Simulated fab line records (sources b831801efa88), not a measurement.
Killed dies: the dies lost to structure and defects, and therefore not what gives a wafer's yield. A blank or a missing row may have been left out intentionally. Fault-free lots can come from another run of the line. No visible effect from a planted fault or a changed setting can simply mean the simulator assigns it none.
Code-filled problem report in 8D (eight disciplines) form + flow gf180mcu + the parts of the form that need people (team, actions taken, sign-off) are left out

== 1. THE PROBLEM ==
cd nm at GF_HV_LDD_CD_MEAS_31 reads a mean of 376.6 nm on 6 wafers of 2 lots; wafers without a fault read 399.6 nm with a standard deviation of 2. That puts it -11 standard deviations away from the usual mean.
The step: target cd 400 nm.
Seen first at day 14 14:30 on cd sem-02, wafer L894.1. The record holds 39 wafers of 13 lots with a number at this step. Rule for "out" (also "out of limits"): further than 4 standard deviations from the usual mean. All remaining wafers that have a number are taken as sound.

== 2. WHAT THIS IS AND IS NOT ==
| question                    | is                     | is not                                                                                                   |
|-----------------------------|------------------------|----------------------------------------------------------------------------------------------------------|
| which readings at this step | cd nm                  | -                                                                                                        |
| which lots                  | L894, L896             | L885, L886, L888, L893, L899, L900, L903, L904, L906, L907, L908                                         |
| which wafers of those lots  | all that have a number | -                                                                                                        |
| read on which gauges        | cd sem-02              | cd sem-01                                                                                                |
| when                        | from day 14 14:30      | up to then (12 sound wafers); but 21 sound wafers of L899, L900, L903, L904, L906, L907, L908 came after |

== 3. SUSPECTS, AND WHAT RULES EACH OUT ==
Counting: a tool stays on the suspect list if, at a process step up to the reading, it processed all lots that are out and no sound lot following the first of them.
- the gauge at GF_HV_LDD_CD_MEAS_31: ruled out. All the wafers that are out were read on cd sem-02, but those of them that GF_HV_LDD_EXPOSE_28 has rows for are out there too, on other tools.
- iline stepper-02 at GF_HV_LDD_EXPOSE_28 (exposes mask Nplus HV AREA, target cd 400 nm): kept. All lots that are out passed through it, beginning with L894 at day 14 04:36, and no sound lot followed; its final sound lot before that point was L893 at day 13 13:09. On those wafers its own readings are out: exposure dose mJ cm2.
The count leaves iline stepper-02 at GF_HV_LDD_EXPOSE_28.

== 4. THE CAUSE (what the simulator had put in) ==
Drift in process parameters on iline stepper-02 at GF_HV_LDD_EXPOSE_28, starting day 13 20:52. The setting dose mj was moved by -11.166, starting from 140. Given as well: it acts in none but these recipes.
Counting left only this tool.

== 5. THE EFFECT CHAIN, in route order ==
Rows list readings where the struck wafers' mean (over those with a number) sits beyond 3 standard deviations from the usual. Only readings for which the record gives a usual standard deviation are gone through. hours: the time from each lot's start at the first step in this table that gives one to its start at this step, as a median over the lots. sigmas: the change in usual standard deviations.
| hours | step                 | reading              | usual    | on struck wafers | change | sigmas |
|-------|----------------------|----------------------|----------|------------------|--------|--------|
| 0     | GF_HV_LDD_EXPOSE_28  | exposure dose mJ cm2 | 139.98   | 128.86           | -11.12 | -79    |
| 10    | GF_HV_LDD_CD_MEAS_31 | cd nm                | 399.6 nm | 376.6            | -23.0  | -11    |
Here are the process steps it includes:
- GF_HV_LDD_EXPOSE_28: exposes mask Nplus HV AREA, target cd 400 nm.

== 6. HOW IT WOULD HAVE BEEN CAUGHT EARLIER ==
The first out-of-limits reading at a measuring or inspecting step in this record came at day 14 14:30, 18 hours after the fault's start at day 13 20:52.
At GF_HV_LDD_EXPOSE_28, the tool's own readings (exposure dose mJ cm2) were out on each struck wafer the step has a row for, so an alarm limit on them would have fired on the first such wafer.
Among the 2 lots that are out, L896 began GF_HV_LDD_EXPOSE_28 on iline stepper-02 after day 14 14:30. A hold on the tool at that time would have spared it.
